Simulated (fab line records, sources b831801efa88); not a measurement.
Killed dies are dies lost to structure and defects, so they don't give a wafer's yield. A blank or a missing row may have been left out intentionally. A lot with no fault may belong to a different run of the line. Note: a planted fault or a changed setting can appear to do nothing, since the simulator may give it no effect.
2 desks looking at one fault || flow gf180mcu || each desk has only its own numbers; what lay behind them comes last

## FROM THE METROLOGY DESK
What the gauges read, lot by lot, whatever tool the lot ran on: means of the sampled wafers that have a number. If a lot's mean is further than 4 standard deviations from the usual mean, the lot is out of limits and carries the mark OUT (the distance appears in the brackets).
Columns: A = cd-nm at GF_M1_CD_MEAS_14, usual 229.9 nm; B = V1_BOW at GF_V1_BOW_MEAS_05, usual 82 um
{"lot": "L115", "first seen here": "day 17 05:16", "A": 230.4, "B": 78}
{"lot": "L116", "first seen here": "day 17 09:43", "A": 232.6, "B": 89}
{"lot": "L117", "first seen here": "day 17 15:06", "A": 230.2, "B": 73}
{"lot": "L118", "first seen here": "day 18 00:28", "A": 229.4, "B": 80}
{"lot": "L119", "first seen here": "day 18 02:48", "A": 229.4, "B": 77}
{"lot": "L126", "first seen here": "day 21 16:19", "A": 229.4, "B": 86}
{"lot": "L128", "first seen here": "day 22 15:01", "A": 229.8, "B": 80}
{"lot": "L129", "first seen here": "day 22 21:03", "A": 231.5, "B": 81}
{"lot": "L137", "first seen here": "day 24 23:29", "A": 229.1, "B": 76}
{"lot": "L138", "first seen here": "day 25 11:12", "A": 230.1, "B": 98}
Finding of this desk: none of the 10 lots has anything out of limits.

## TOOL OWNER'S DESK, cmp-02
The tool's own readings at GF_V1_CMP_04 (polishes SiO2): means of the sampled wafers that have a number, for each lot that ran on this tool. If a lot's mean is further than 4 standard deviations from the usual mean, the lot is out of limits and carries the mark OUT (the distance appears in the brackets).
Columns: A = motor-current-A at GF_V1_CMP_04, usual 12.1 A; B = slurry-filter-dp-kPa at GF_V1_CMP_04, usual 13.51 kPa; C = time-to-endpoint-s at GF_V1_CMP_04, usual 79 s
{"lot": "L116", "first seen here": "day 17 10:51", "A": 12.1, "B": 13.43, "C": 75}
{"lot": "L117", "first seen here": "day 17 16:13", "A": 12.4, "B": 13.44, "C": 86}
{"lot": "L126", "first seen here": "day 21 17:25", "A": 12.4, "B": 13.55, "C": 96}
{"lot": "L128", "first seen here": "day 22 16:04", "A": 12.5, "B": 13.61, "C": 100}
{"lot": "L137", "first seen here": "day 25 00:33", "A": 12.3, "B": 13.43, "C": 87}
Finding of this desk: none of the 5 lots has anything out of limits.

## PUT TOGETHER
Metrology desk: nothing out of limits seen.
The tool owner's desk saw nothing out of limits.

## WHAT THE SIMULATOR HAD INSERTED
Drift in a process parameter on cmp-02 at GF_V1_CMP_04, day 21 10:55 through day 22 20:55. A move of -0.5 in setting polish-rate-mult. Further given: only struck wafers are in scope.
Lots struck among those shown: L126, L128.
